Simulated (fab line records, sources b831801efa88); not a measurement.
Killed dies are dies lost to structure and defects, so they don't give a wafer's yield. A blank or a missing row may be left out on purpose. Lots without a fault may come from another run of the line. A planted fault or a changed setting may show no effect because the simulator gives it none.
One fault seen from 2 desks | flow sky130 | each desk has only its own numbers; what lay behind them comes last

THE METROLOGY DESK
What the gauges read, lot by lot, whatever tool the lot ran on: means of the sampled wafers that have a number. A lot is out of limits, marked OUT, if its mean lies more than 4 standard deviations from the usual mean; the brackets give that distance.
Columns: A = CAP2M_TIN_RS at SKY_CAP2M_RS_MEAS_03, usual 6.83 ohm/sq; B = CAP2M_TIN_THK at SKY_CAP2M_THK_MEAS_04, usual 199.5 nm; C = VIA4_W_RS at SKY_VIA4_RS_MEAS_19, usual 0.2259 ohm/sq; D = VIA4_W_THK at SKY_VIA4_THK_MEAS_20, usual 522 nm
lot  | first seen here | A    | B     | C                | D
L135 | day 40 01:46    | 6.88 | 195.6 | 0.2266           | 525
L136 | day 40 09:07    | 6.90 | 195.9 | 0.2248           | 527
L138 | day 40 21:51    | 6.78 | 198.6 | 0.2263           | 523
L142 | day 42 12:29    | 6.75 | 202.6 | 0.2248           | 524
L143 | day 42 20:04    | 6.75 | 201.6 | 0.2252           | 521
L147 | day 43 13:19    | 6.80 | 201.5 | 0.2250           | 524
L150 | day 44 16:44    | 6.87 | 197.7 | 0.2270           | 516
L152 | day 45 06:29    | 6.85 | 200.4 | 0.2274           | 517
L155 | day 45 14:43    | 6.87 | 200.0 | 0.2593 (+17) OUT | 456 (-9.7) OUT
L156 | day 45 20:19    | 6.79 | 202.3 | 0.2617 (+18) OUT | 447 (-11) OUT
This desk's finding: out of limits on L155, L156; first on L155, day 48 07:01 (VIA4_W_RS at SKY_VIA4_RS_MEAS_19). In limits: L135, L136, L138, L142, L143, L147, L150, L152.

THE TOOL OWNER'S DESK: cvd_w-02
The tool's own readings at SKY_VIA4_CVD_18 (deposits W, target thk 505 nm, time 152.14 s): means of the sampled wafers that have a number, for each lot that ran on this tool. A lot is out of limits, marked OUT, if its mean lies more than 4 standard deviations from the usual mean; the brackets give that distance.
Columns: A = heater_power_w at SKY_VIA4_CVD_18, usual 835 W; B = susceptor_temp_C at SKY_VIA4_CVD_18, usual 400.01 C
lot  | first seen here | A   | B
L135 | day 43 05:28    | 803 | 400.18
L136 | day 43 11:08    | 798 | 399.90
L143 | day 45 19:25    | 795 | 399.98
L147 | day 46 10:07    | 711 | 399.78
L150 | day 47 11:11    | 873 | 399.91
L152 | day 47 22:49    | 874 | 400.20
L155 | day 48 06:52    | 917 | 392.65 (-35) OUT
L156 | day 48 13:57    | 849 | 392.76 (-35) OUT
This desk's finding: out of limits on L155, L156; first on L155, day 48 06:52 (susceptor_temp_C at SKY_VIA4_CVD_18). In limits: L135, L136, L143, L147, L150, L152.

PUT TOGETHER
The tool owner's desk could have raised an alarm at day 48 06:52, on L155, L156.
The metrology desk could have raised an alarm at day 48 07:01, on L155, L156.
Of the lots named, all ran SKY_VIA4_CVD_18 on cvd_w-02.

WHAT THE SIMULATOR HAD PUT IN
Process parameter drift: cvd_w-02, from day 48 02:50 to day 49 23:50, at SKY_VIA4_CVD_18. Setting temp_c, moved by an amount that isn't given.
Lots struck among those shown: L155, L156.
Hours from the fault's start to each desk's first reading out of limits: the tool owner's desk, 4; the metrology desk, 4.
